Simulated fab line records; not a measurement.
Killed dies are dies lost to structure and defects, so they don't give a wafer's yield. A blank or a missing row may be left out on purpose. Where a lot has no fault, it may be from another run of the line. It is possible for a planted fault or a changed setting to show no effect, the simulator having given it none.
fab line records -- flow sky130
record lots=11, wafers=33, last_day=50
route steps=708 shown FIELD_ISO@16 NWELL@81 POLY_GATE@204 LI_CONTACT@374
lots with no fault: from the same line, run without faults
start_h: hours from the record's first day to the start of the lot's first wafer shown -- wait_h: time in hours since the lot's previous step -- " the same as in the row above -- L1.1+2: a single row standing in for several wafers -- - no value, or no start given -- * or withheld: withheld -- < > ~ a bound
route shown NAME@n: a module of which the file shows steps, and the number in the route of the first -- usual: the fault-free wafers' mean and standard deviation -- same: alike in all rows -- chamber/n: place in a boat -- sites: readings site by site -- _std_site: standard deviation of those values -- _edge_site: the outer-site mean with the inner-site mean subtracted -- radius_mm: how far each site lies from the wafer's centre -- mask NAME#n: copy n -- behind: tool/chamber where the wafer was last shaped -- hold: why the lot was held/for how many hours/how that ended -- device: which transistor (n, p or np) failed to switch -- end of line: the tests these same wafers got at the end of their route -- a step with no rows: only its recipe -- killed: dies lost to structure and defects at the first sort, not the wafer's yield -- map: the dies of a wafer, with x for killed, . for not killed, _ for no die there
set.NAME: the setting that was run; set.NAME@STEP: the one run at that earlier step -- model.NAME: the simulator's own value behind a step, which no gauge read
one table for each step of the route and one row for each wafer, over a sample of lots
services: the hour from which a tool's chamber was out of use, counted from the record's first day as start_h (under 0 if before that day), plus the number of hours and why
## steps
# step SKY_FIELD_ISO_ETCH_15
# recipe chemistry=CHF3/O2, target_depth_nm=180, stop_on=Si, source_w=600, bias_w=200, pressure_mtorr=40, chf3_flow_sccm=50, O2_flow_sccm=5, time_s=72
# usual bias_w=200.0/0.61, drypump_motor_current_A=5.6/0.57, oes_product_au=0.949/0.006, throttle_valve_pct=8.845/0.0089
lot.wafer,tool,chamber,start_h,wait_h,bias_w,drypump_motor_current_A,oes_product_au,rf_hours_counter_h,throttle_valve_pct
L133.2,rie_diel-03,1,34.13,0.0,201.1,4.9,0.940,0,8.852
L133.3,rie_diel-03,2,34.13,0.0,199.0,6.4,0.942,1,8.844
L133.4,rie_diel-03,3,34.13,0.0,200.9,6.0,0.942,6,8.834
L134.1,rie_diel-03,3,39.50,0.0,199.7,6.0,0.955,6,8.841
L134.4,rie_diel-03,2,39.50,0.0,199.3,6.3,0.945,1,8.844
L134.5,rie_diel-03,0,39.50,0.0,199.2,6.0,0.945,-,8.843
L136.1,rie_diel-01,2,50.88,0.0,200.1,5.5,0.960,1,8.846
L136.3,rie_diel-01,1,50.88,0.0,199.8,6.3,0.950,143,8.856
L136.6,rie_diel-01,2,50.88,0.0,200.1,5.5,0.954,-,8.846
L138.3,rie_diel-03,2,59.60,0.0,200.6,6.3,0.952,1,8.852
L138.5,rie_diel-03,1,59.60,0.0,200.1,4.8,0.943,-,8.832
L138.6,rie_diel-03,0,59.60,0.0,199.1,6.0,0.949,-,8.858
L140.1,rie_diel-01,0,70.10,0.0,199.8,6.5,0.958,135,8.860
L140.2,rie_diel-01,1,70.10,0.0,200.3,6.3,0.946,143,8.833
L140.3,rie_diel-01,2,70.10,0.0,199.5,5.5,0.954,1,8.851
L141.1,rie_diel-03,1,75.00,0.0,200.5,4.8,0.954,1,8.847
L141.2,rie_diel-03,2,75.00,0.0,199.4,6.3,0.951,2,8.852
L141.5,rie_diel-03,0,75.00,0.0,200.1,6.0,0.951,-,8.848
L151.3,rie_diel-04,3,128.90,0.0,199.9,5.0,0.940,85,8.837
L151.4,rie_diel-04,2,128.90,0.0,199.0,5.5,0.941,40,8.835
L151.5,rie_diel-04,2,128.90,0.0,200.4,5.5,0.953,-,8.841
L152.3,rie_diel-03,2,135.23,0.0,199.8,6.4,0.944,3,8.846
L152.4,rie_diel-03,3,135.23,0.0,200.0,6.0,0.939,8,8.858
L152.6,rie_diel-03,1,135.23,0.0,200.6,4.8,0.944,-,8.836
L153.1,rie_diel-03,2,138.58,0.0,199.4,6.4,0.957,3,8.859
L153.5,rie_diel-03,3,138.58,0.0,199.5,6.0,0.952,-,8.849
L153.6,rie_diel-03,0,138.58,0.0,200.6,6.0,0.960,-,8.841
L154.2,rie_diel-04,2,146.65,0.0,200.1,5.5,0.949,40,8.850
L154.3,rie_diel-04,3,146.65,0.0,199.7,5.0,0.941,85,8.857
L154.5,rie_diel-04,3,146.65,0.0,200.5,5.0,0.943,-,8.859
L155.1,rie_diel-01,2,151.25,0.0,198.9,5.5,0.948,3,8.840
L155.5,rie_diel-01,2,151.25,0.0,198.5,5.4,0.939,-,8.842
L155.6,rie_diel-01,3,151.25,0.0,200.0,4.8,0.949,-,8.842
# step SKY_NWELL_RTA_28
# recipe temp_c=1050, time_s=30, idle_temp_c=650, ramp_up_c_per_s=150, ramp_down_c_per_s=90, ambient=N2
# usual chamber_o2_ppm=2.002/0.022, lamp_power_pct=25.31/0.051, wafer_temp_C_max=1054.9/1
lot.wafer,tool,chamber,start_h,wait_h,chamber_o2_ppm,lamp_power_pct,wafer_temp_C_max
L133.2,rtp_anneal-02,0,111.05,0.0,1.982,25.28,1055.1
L133.3,rtp_anneal-02,0,111.05,0.0,1.996,25.28,1053.6
L133.4,rtp_anneal-02,0,111.05,0.0,2.003,25.28,1059.1
L134.1,rtp_anneal-02,0,115.71,0.0,2.003,25.26,1055.0
L134.4,rtp_anneal-02,0,115.71,0.0,1.999,25.34,1056.6
L134.5,rtp_anneal-02,0,115.71,0.0,1.994,25.26,1055.2
L136.1,rtp_anneal-01,0,130.84,0.0,2.000,25.45,1055.4
L136.3,rtp_anneal-01,0,130.84,0.0,1.980,25.18,1055.7
L136.6,rtp_anneal-01,0,130.84,0.0,1.999,25.31,1054.8
L138.3,rtp_anneal-01,0,139.36,0.0,1.935,25.33,1053.9
L138.5,rtp_anneal-01,0,139.36,0.0,1.967,25.40,1055.4
L138.6,rtp_anneal-01,0,139.36,0.0,1.964,25.26,1054.6
L140.1,rtp_anneal-01,0,152.73,0.0,1.982,25.31,1054.4
L140.2,rtp_anneal-01,0,152.73,0.0,1.991,25.26,1054.7
L140.3,rtp_anneal-01,0,152.73,0.0,1.993,25.32,1056.3
L141.1,rtp_anneal-02,0,157.63,0.0,2.009,25.36,1054.5
L141.2,rtp_anneal-02,0,157.63,0.0,1.995,25.36,1055.7
L141.5,rtp_anneal-02,0,157.63,0.0,2.017,25.31,1054.6
L151.3,rtp_anneal-02,0,221.75,0.0,2.010,25.21,1055.7
L151.4,rtp_anneal-02,0,221.75,0.0,2.034,25.28,1056.8
L151.5,rtp_anneal-02,0,221.75,0.0,2.056,25.26,1054.2
L152.3,rtp_anneal-01,0,227.02,0.0,2.010,25.31,1055.8
L152.4,rtp_anneal-01,0,227.02,0.0,2.036,25.33,1053.8
L152.6,rtp_anneal-01,0,227.02,0.0,2.002,25.32,1054.5
L153.1,rtp_anneal-02,0,232.29,0.0,2.022,25.38,1055.1
L153.5,rtp_anneal-02,0,232.29,0.0,1.993,25.25,1054.5
L153.6,rtp_anneal-02,0,232.29,0.0,2.012,25.26,1054.6
L154.2,rtp_anneal-02,0,240.96,0.0,1.996,25.33,1053.8
L154.3,rtp_anneal-02,0,240.96,0.0,1.965,25.27,1055.0
L154.5,rtp_anneal-02,0,240.96,0.0,2.016,25.27,1053.7
L155.1,rtp_anneal-01,0,249.14,0.0,1.983,25.37,1054.6
L155.5,rtp_anneal-01,0,249.14,0.0,1.998,25.28,1056.2
L155.6,rtp_anneal-01,0,249.14,0.0,2.018,25.28,1054.6
# step SKY_POLY_GATE_CVD_00
# recipe material=poly-Si, target_thk_nm=180, temp_c=620, time_s=720, pressure_mtorr=200
# usual spike_tc_upper_C=620.6/1.2, susceptor_temp_C=620.00/0.29
lot.wafer,tool,chamber,start_h,wait_h,spike_tc_upper_C,susceptor_temp_C
L133.2,lpcvd-01,0,319.68,0.0,622.2,619.84
L133.3,lpcvd-01,0,319.68,0.0,619.6,619.91
L133.4,lpcvd-01,0,319.68,0.0,621.3,620.46
L134.1,lpcvd-01,0,328.82,0.0,621.1,620.77
L134.4,lpcvd-01,0,328.82,0.0,622.3,620.00
L134.5,lpcvd-01,0,328.82,0.0,621.2,620.08
L136.1,lpcvd-01,1,360.99,0.0,620.3,619.76
L136.3,lpcvd-01,1,360.99,0.0,619.1,619.31
L136.6,lpcvd-01,1,360.99,0.0,621.3,619.52
L138.3,lpcvd-01,0,360.99,0.0,620.4,619.96
L138.5,lpcvd-01,0,360.99,0.0,620.1,620.08
L138.6,lpcvd-01,0,360.99,0.0,621.5,620.34
L140.1,lpcvd-01,0,398.19,0.0,619.3,619.90
L140.2,lpcvd-01,0,398.19,0.0,620.9,619.88
L140.3,lpcvd-01,0,398.19,0.0,621.2,620.07
L141.1,lpcvd-01,0,398.19,0.0,620.9,620.22
L141.2,lpcvd-01,0,398.19,0.0,621.3,620.08
L141.5,lpcvd-01,0,398.19,0.0,620.1,620.14
L151.3,lpcvd-01,1,479.35,0.0,619.1,619.93
L151.4,lpcvd-01,1,479.35,0.0,619.7,619.86
L151.5,lpcvd-01,1,479.35,0.0,620.8,620.14
L152.3,lpcvd-01,0,480.55,0.8,622.0,620.77
L152.4,lpcvd-01,0,480.55,0.8,618.8,620.49
L152.6,lpcvd-01,0,480.55,0.8,621.1,620.32
L153.1,lpcvd-01,1,490.16,0.0,620.5,619.92
L153.5,lpcvd-01,1,490.16,0.0,619.8,619.94
L153.6,lpcvd-01,1,490.16,0.0,621.4,619.95
L154.2,lpcvd-01,0,502.77,0.0,621.3,619.93
L154.3,lpcvd-01,0,502.77,0.0,621.1,620.17
L154.5,lpcvd-01,0,502.77,0.0,620.0,619.78
L155.1,lpcvd-01,1,507.32,0.0,621.6,620.17
L155.5,lpcvd-01,1,507.32,0.0,620.4,620.24
L155.6,lpcvd-01,1,507.32,0.0,619.6,619.91
# step SKY_POLY_GATE_THK_MEAS_01
# recipe reads=poly-Si_of_POLY_GATE_CVD_00
# usual POLY_GATE_CVD_00_THK=180.3/1.3
lot.wafer,tool,chamber,start_h,wait_h,POLY_GATE_CVD_00_THK[nm]
L133.2,film_metro-03,-,320.89,0.0,180.9
L133.3,film_metro-03,-,320.89,0.0,180.3
L133.4,film_metro-03,-,320.89,0.0,181.6
L134.1,film_metro-04,-,330.02,0.0,180.4
L134.4,film_metro-04,-,330.02,0.0,181.4
L134.5,film_metro-04,-,330.02,0.0,179.8
L136.1,film_metro-02,-,362.79,0.0,180.9
L136.3,film_metro-02,-,362.79,0.0,179.2
L136.6,film_metro-02,-,362.79,0.0,180.9
L138.3,film_metro-04,-,362.81,0.0,179.8
L138.5,film_metro-04,-,362.81,0.0,179.6
L138.6,film_metro-04,-,362.81,0.0,178.5
L140.1,film_metro-04,-,399.39,0.0,135.0
L140.2,film_metro-04,-,399.39,0.0,133.7
L140.3,film_metro-04,-,399.39,0.0,133.8
L141.1,film_metro-02,-,399.39,0.0,136.7
L141.2,film_metro-02,-,399.39,0.0,135.2
L141.5,film_metro-02,-,399.39,0.0,136.1
L151.3,film_metro-02,-,480.57,0.0,179.4
L151.4,film_metro-02,-,480.57,0.0,179.3
L151.5,film_metro-02,-,480.57,0.0,179.0
L152.3,film_metro-03,-,482.37,0.0,179.4
L152.4,film_metro-03,-,482.37,0.0,180.9
L152.6,film_metro-03,-,482.37,0.0,180.0
L153.1,film_metro-02,-,491.36,0.0,180.4
L153.5,film_metro-02,-,491.36,0.0,180.0
L153.6,film_metro-02,-,491.36,0.0,180.1
L154.2,film_metro-04,-,503.98,0.0,178.8
L154.3,film_metro-04,-,503.98,0.0,180.9
L154.5,film_metro-04,-,503.98,0.0,180.2
L155.1,film_metro-02,-,508.52,0.0,182.3
L155.5,film_metro-02,-,508.52,0.0,182.3
L155.6,film_metro-02,-,508.52,0.0,182.4
# step SKY_POLY_GATE_ETCH_17
# recipe target_depth_nm=180, stop_on=SiO2, over_etch_frac=0.56667, chemistry=HBr/Cl2, target=poly-Si, icp_w=400, bias_w=100, pressure_mtorr=10, HBr_flow_sccm=150, Cl2_flow_sccm=50, time_s=70.5
# usual bias_w=100.07/0.28, drypump_motor_current_A=5.6/0.58, oes_product_au=0.989/0.0067, throttle_valve_pct=33.684/0.009
lot.wafer,tool,chamber,start_h,wait_h,bias_w,drypump_motor_current_A,oes_product_au,rf_hours_counter_h,throttle_valve_pct
L133.2,rie_si-02,2,376.30,0.0,100.35,5.3,0.993,78,33.676
L133.3,rie_si-02,1,376.30,0.0,100.54,5.0,0.987,83,33.678
L133.4,rie_si-02,3,376.30,0.0,100.36,6.7,1.001,-,33.673
L134.1,rie_si-01,0,385.70,0.0,99.99,5.7,0.990,2,33.690
L134.4,rie_si-01,1,385.70,0.0,99.82,6.0,0.988,3,33.668
L134.5,rie_si-01,0,385.70,0.0,99.60,5.7,0.985,-,33.677
L136.1,rie_si-02,1,421.88,0.0,99.83,4.9,0.989,0,33.699
L136.3,rie_si-02,0,421.88,0.0,100.46,4.8,0.983,0,33.699
L136.6,rie_si-02,0,421.88,0.0,99.90,4.8,0.996,-,33.687
L138.3,rie_si-01,1,422.23,0.0,99.82,6.0,0.986,4,33.666
L138.5,rie_si-01,0,422.23,0.0,99.91,5.7,0.995,-,33.692
L138.6,rie_si-01,1,422.23,0.0,100.14,6.0,0.986,-,33.688
L141.1,rie_si-02,2,463.88,0.0,100.13,5.4,0.821,0,33.691
L141.2,rie_si-02,1,463.88,0.0,100.30,4.9,0.820,1,33.703
L141.5,rie_si-02,1,463.88,0.0,100.51,4.9,0.824,-,33.689
L140.1,rie_si-01,1,464.10,0.0,99.65,6.0,0.816,4,33.697
L140.2,rie_si-01,2,464.10,0.0,99.54,5.6,0.809,39,33.690
L140.3,rie_si-01,0,464.10,0.0,99.96,5.7,0.815,2,33.686
L151.3,rie_si-02,1,545.05,0.0,100.21,4.9,0.995,1,33.684
L151.4,rie_si-02,2,545.05,0.0,99.84,5.4,0.983,1,33.699
L151.5,rie_si-02,2,545.05,0.0,99.97,5.3,0.983,-,33.684
L152.3,rie_si-01,1,547.00,0.0,99.70,6.0,0.979,4,33.685
L152.4,rie_si-01,3,547.00,0.0,100.02,6.0,0.988,4,33.688
L152.6,rie_si-01,2,547.00,0.0,100.07,5.6,0.981,-,33.676
L153.1,rie_si-02,2,554.80,0.0,99.94,5.3,0.984,1,33.690
L153.5,rie_si-02,0,554.80,0.0,100.49,4.7,0.996,-,33.682
L153.6,rie_si-02,3,554.80,0.0,99.90,6.7,0.989,-,33.695
L154.2,rie_si-01,3,567.43,0.0,99.95,6.0,0.989,4,33.675
L154.3,rie_si-01,0,567.43,0.0,99.66,5.7,0.987,3,33.690
L154.5,rie_si-01,0,567.43,0.0,99.74,5.7,0.983,-,33.675
L155.1,rie_si-02,0,571.43,0.0,100.01,4.8,1.000,1,33.679
L155.5,rie_si-02,1,571.43,0.0,100.44,5.0,1.005,-,33.674
L155.6,rie_si-02,0,571.43,0.0,100.10,4.8,0.993,-,33.689
# step SKY_LI_CONTACT_CD_MEAS_12
# recipe target_cd_nm=170
# usual cd_nm=170.1/1.3
lot.wafer,tool,chamber,start_h,wait_h,cd_nm
L133.2,cd_sem-01,-,687.46,-,171.6
L133.3,cd_sem-01,-,687.46,-,170.0
L133.4,cd_sem-01,-,687.46,-,170.2
L134.1,cd_sem-02,-,698.84,-,171.3
L134.4,cd_sem-02,-,698.84,-,170.9
L134.5,cd_sem-02,-,698.84,-,170.1
L136.1,cd_sem-02,-,727.64,-,171.7
L136.3,cd_sem-02,-,727.64,-,171.4
L136.6,cd_sem-02,-,727.64,-,172.4
L138.3,cd_sem-02,-,728.16,-,168.6
L138.5,cd_sem-02,-,728.16,-,168.7
L138.6,cd_sem-02,-,728.16,-,169.8
L141.1,cd_sem-02,-,763.54,-,170.1
L141.2,cd_sem-02,-,763.54,-,171.1
L141.5,cd_sem-02,-,763.54,-,171.1
L140.1,cd_sem-01,-,766.29,-,170.4
L140.2,cd_sem-01,-,766.29,-,170.0
L140.3,cd_sem-01,-,766.29,-,169.5
L151.3,cd_sem-02,-,833.06,-,171.1
L151.4,cd_sem-02,-,833.06,-,170.9
L151.5,cd_sem-02,-,833.06,-,171.4
L152.3,cd_sem-02,-,837.11,-,169.9
L152.4,cd_sem-02,-,837.11,-,169.9
L152.6,cd_sem-02,-,837.11,-,169.6
L153.1,cd_sem-01,-,842.84,-,169.2
L153.5,cd_sem-01,-,842.84,-,169.9
L153.6,cd_sem-01,-,842.84,-,170.1
L154.2,cd_sem-01,-,852.66,-,172.3
L154.3,cd_sem-01,-,852.66,-,171.7
L154.5,cd_sem-01,-,852.66,-,172.5
L155.1,cd_sem-02,-,856.54,-,170.4
L155.5,cd_sem-02,-,856.54,-,171.1
L155.6,cd_sem-02,-,856.54,-,170.2
## services
tool,chamber,start_h,hours,kind
rie_diel-01,-,37.46,2.8,pm
lpcvd-01,-,49.55,1.8,repair
rie_si-01,-,56.85,2.8,pm
rie_si-02,3,94.71,7.4,repair
rie_si-01,0,97.33,18.5,repair
rtp_anneal-02,-,105.71,5.2,pm
rie_diel-03,3,151.91,1.4,repair
rie_si-02,-,164.59,0.1,repair
rie_diel-01,3,219.02,13.3,repair
rie_si-02,1,222.49,2.2,repair
rie_diel-03,2,238.19,21.4,repair
rie_diel-03,1,242.28,11.6,repair
rie_si-01,0,256.48,44.2,repair
rie_si-02,0,285.59,2.3,repair
rie_si-02,2,297.50,11.8,repair
rie_diel-01,1,297.67,2.3,repair
lpcvd-01,-,321.08,6.0,pm
rie_si-02,0,391.91,8.0,repair
lpcvd-01,-,438.65,4.3,pm
rie_diel-03,0,445.46,9.3,repair
rie_si-01,3,463.21,3.3,repair
rie_si-01,-,470.57,14.6,pm
rtp_anneal-01,-,488.58,5.9,pm
rie_si-02,-,508.92,2.8,pm
## key
first_sign step=SKY_POLY_GATE_THK_MEAS_01, reading=POLY_GATE_CVD_00_THK, direction=down, sigmas=36, usual=180.3, struck=135.1
effect step=SKY_POLY_GATE_ETCH_17, reading=oes_product_au, direction=down, sigmas=26, usual=0.989, struck=0.817
met_at SKY_POLY_GATE_CVD_00
struck_lots L140,L141
struck_wafers L140.1,L140.2,L140.3,L141.1,L141.2,L141.5
tester_left_out L140,L141
not_acting_at SKY_FIELD_ISO_ETCH_15,SKY_NWELL_RTA_28,SKY_LI_CONTACT_CD_MEAS_12
onset_between 360.99 398.19
fault kind=process_parameter_drift, tool=lpcvd-01, chamber=0, onset_h=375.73, steps=SKY_POLY_GATE_CVD_00, channel=target_thk_nm, offset=-45.099, shape=step, end_h=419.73, stated=180
# tester_left_out: of these lots the tester's yield and bins aren't shown, on N5 and GAA mostly nor the transistor test; their killed dies are dies lost to structure and defects alone, not to doping, threshold or leakage, so they don't give the yield
